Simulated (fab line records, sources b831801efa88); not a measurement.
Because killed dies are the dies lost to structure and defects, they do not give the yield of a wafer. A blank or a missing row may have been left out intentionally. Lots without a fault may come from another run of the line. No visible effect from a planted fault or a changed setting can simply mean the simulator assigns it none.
Which tool was responsible? | flow sky130 | 13 lots, 37 wafers sampled, at 4 steps of a route of 708

== WHAT THE GAUGES SHOWED, per wafer ==
SKY_FIELD_ISO_THK_MEAS_04.
lot  | measured    | on            | FIELD_ISO_CVD_03_THK (nm)
L683 | day 1 14:01 | film_metro-01 | 166.2 163.7 165.1
L684 | day 1 19:16 | film_metro-01 | 165.9 165.5 167.0
L686 | day 2 05:25 | film_metro-01 | 166.4 165.9 166.9
L687 | day 2 09:41 | film_metro-04 | 166.5 165.6 166.9
L690 | day 3 02:58 | film_metro-01 | 166.5 167.1 167.6
L691 | day 3 06:06 | film_metro-01 | 166.0 165.6
L692 | day 3 11:40 | film_metro-01 | 169.3 167.0
L697 | day 4 11:31 | film_metro-03 | 163.9 163.3 165.2
L698 | day 4 19:08 | film_metro-03 | 164.0 165.7 165.3
L699 | day 5 00:32 | film_metro-04 | 166.2 166.2 165.9
L702 | day 5 13:25 | film_metro-04 | 166.1 165.4 166.1
L704 | day 5 22:45 | film_metro-04 | 163.5 163.7 162.6
L706 | day 6 09:08 | film_metro-04 | 164.6 164.7 164.1

SKY_VT_ADJUST_LVTN_OVL_MEAS_07.
lot  | measured     | on         | VT_ADJUST_LVTN_OVL (nm)
L683 | day 6 17:29  | overlay-02 | 1.3 1.5 1.6
L684 | day 7 04:11  | overlay-02 | -0.7 0.8 -0.3
L686 | day 7 13:56  | overlay-01 | -1.9 1.0 0.8
L687 | day 7 18:38  | overlay-02 | 0.1 0.7 0.7
L690 | day 8 20:29  | overlay-02 | -1.0 -0.1 -1.0
L691 | day 8 22:47  | overlay-02 | 2.1 -2.5
L692 | day 9 04:35  | overlay-01 | -1.1 -0.1
L697 | day 10 16:45 | overlay-02 | -1.1 2.4 0.9
L698 | day 11 01:17 | overlay-02 | -1.8 -1.5 -3.1
L699 | day 11 08:17 | overlay-01 | -0.9 1.8 1.1
L702 | day 12 10:05 | overlay-01 | -1.0 0.9 -1.9
L704 | day 12 17:22 | overlay-02 | -0.3 -0.5 -0.9
L706 | day 13 02:32 | overlay-02 | 0.1 -3.4 -1.6

== TOOL THAT RAN EACH LOT (tool first, then ch and the chambers of the sampled wafers, then the start) ==
lot  | SKY_FIELD_ISO_STRIP_16              | SKY_FIELD_ISO_ETCH_17
L683 | plasma_asher-01 ch 0,1, day 2 05:20 | rie_si-01 ch 0,1,3, day 2 05:26
L684 | plasma_asher-03 ch 0,1, day 2 10:07 | rie_si-02 ch 1,2, day 2 10:13
L686 | plasma_asher-01 ch 0,1, day 2 20:35 | rie_si-01 ch 0,2,3, day 2 20:41
L687 | plasma_asher-03 ch 0,1, day 3 01:05 | rie_si-02 ch 2,3, day 3 01:11
L690 | plasma_asher-01 ch 0,1, day 3 19:05 | rie_si-01 ch 0,1, day 3 19:11
L691 | plasma_asher-03 ch 0,1, day 3 22:23 | rie_si-01 ch 0,1, day 3 22:29
L692 | plasma_asher-01 ch 0, day 4 04:04   | rie_si-01 ch 1,2, day 4 04:10
L697 | plasma_asher-03 ch 0,1, day 5 04:22 | rie_si-02 ch 2,3, day 5 04:26
L698 | plasma_asher-02 ch 1, day 5 12:55   | rie_si-02 ch 1,2,3, day 5 13:01
L699 | plasma_asher-02 ch 0,1, day 5 18:26 | rie_si-02 ch 0,2,3, day 5 18:32
L702 | plasma_asher-03 ch 0,1, day 6 07:49 | rie_si-02 ch 0,2,3, day 6 07:55
L704 | plasma_asher-01 ch 0,1, day 6 17:17 | rie_si-02 ch 0,1,2, day 6 17:23
L706 | plasma_asher-01 ch 0,1, day 7 03:28 | rie_si-02 ch 0,2,3, day 7 03:34
- SKY_FIELD_ISO_STRIP_16: strips in O2/N2.
- SKY_FIELD_ISO_ETCH_17: etches Si in HBr/Cl2/O2, target depth 342 nm, time 97.7 s.

== AS READ BY THE TOOLS THEMSELVES (means over the sampled wafers that have a number; for cases with no such wafer, the mark the record gives instead) ==
SKY_FIELD_ISO_STRIP_16.
lot  | tool            | drypump_motor_current_A (A) | n2_flow_sccm (sccm) | oes_product_au (a.u.) | strip_time_to_endpoint_s (s)
L683 | plasma_asher-01 | 6.1                         | 299.9               | 0.380                 | 3.536
L684 | plasma_asher-03 | 5.6                         | 300.5               | 0.376                 | 3.576
L686 | plasma_asher-01 | 5.7                         | 299.9               | 0.382                 | 3.542
L687 | plasma_asher-03 | 5.6                         | 300.0               | 0.379                 | 3.550
L690 | plasma_asher-01 | 5.7                         | 299.1               | 0.380                 | 3.557
L691 | plasma_asher-03 | 5.9                         | 298.6               | 0.378                 | 3.576
L692 | plasma_asher-01 | 5.3                         | 301.3               | 0.380                 | 3.575
L697 | plasma_asher-03 | 6.1                         | 300.3               | 0.376                 | 3.551
L698 | plasma_asher-02 | 5.1                         | 301.4               | 0.377                 | 3.572
L699 | plasma_asher-02 | 5.7                         | 298.6               | 0.376                 | 3.541
L702 | plasma_asher-03 | 6.1                         | 299.7               | 0.381                 | 3.584
L704 | plasma_asher-01 | 6.1                         | 300.6               | 0.378                 | 3.553
L706 | plasma_asher-01 | 5.7                         | 299.2               | 0.378                 | 3.544

SKY_FIELD_ISO_ETCH_17.
lot  | tool      | O2_flow_sccm (sccm) | drypump_motor_current_A (A) | oes_product_au (a.u.) | run_length_s (s) | throttle_valve_pct (%)
L683 | rie_si-01 | 5.986               | 6.1                         | 0.996                 | 126.0            | 25.669
L684 | rie_si-02 | 6.008               | 5.1                         | 1.004                 | 125.9            | 25.660
L686 | rie_si-01 | 5.991               | 5.6                         | 0.996                 | 126.2            | 25.659
L687 | rie_si-02 | 5.994               | 4.9                         | 1.002                 | 125.6            | 25.650
L690 | rie_si-01 | 5.998               | 6.5                         | 1.001                 | 122.4            | 25.657
L691 | rie_si-01 | 5.982               | 6.5                         | 0.998                 | 120.7            | 25.657
L692 | rie_si-01 | 6.014               | 5.8                         | 0.994                 | 120.8            | 25.657
L697 | rie_si-02 | 6.008               | 4.9                         | 1.003                 | 125.5            | 25.652
L698 | rie_si-02 | 5.980               | 5.0                         | 1.008                 | 125.6            | 25.646
L699 | rie_si-02 | 5.994               | 5.1                         | 0.999                 | 125.8            | 25.657
L702 | rie_si-02 | 6.006               | 5.1                         | 0.998                 | 125.7            | 25.652
L704 | rie_si-02 | 6.020               | 5.2                         | 1.007                 | 126.1            | 25.639
L706 | rie_si-02 | 5.999               | 5.1                         | 1.002                 | 125.9            | 25.659

== THE ANSWER, worked out from the rows above alone ==
Rule: what is usual is taken from the lots themselves. Put in order of their means at a reading, lots are off if they are a third of the lots or fewer, leave a main group of 4 or more, and stand apart from it by a gap of 3 or more times the standard deviation of the main group's means; of several such gaps the widest counts. A main group is skipped when, at the precision printed for the reading in the tables above, its means are all equal. A lot without any number at a reading at which 4 lots or more have one is off too. All remaining lots with rows at the step are treated as sound. Order of review: gauges by route order, followed by the tools' own readings, for which a lot's mean as printed above is used. The first step at which some lot is off is used, and at that step the reading that is off furthest; a lot without a number counts as furthest.
Off, at SKY_FIELD_ISO_ETCH_17 on run_length_s: L690, L691, L692. For the main group the mean is 125.8 s and the standard deviation 0.22.
If a tool, at that step or one of the process steps before it, ran each lot that is off and ran no sound lot following the first of them, it fits. One fits: rie_si-01 at SKY_FIELD_ISO_ETCH_17. A fault onset in the window from L686 (day 2 20:41, its last sound lot) to L690 (day 3 19:11, its first lot off) fits.
On the lots that are off, the tool's own readings at SKY_FIELD_ISO_ETCH_17 differ by more than 5 times the standard deviation of the sound lots' means, which bears it out; run_length_s reads 121.3 s there versus 125.8 s on the sound lots.

== WHAT THE SIMULATOR PUT IN ==
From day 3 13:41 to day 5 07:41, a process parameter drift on rie_si-01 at SKY_FIELD_ISO_ETCH_17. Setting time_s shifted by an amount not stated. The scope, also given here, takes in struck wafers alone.
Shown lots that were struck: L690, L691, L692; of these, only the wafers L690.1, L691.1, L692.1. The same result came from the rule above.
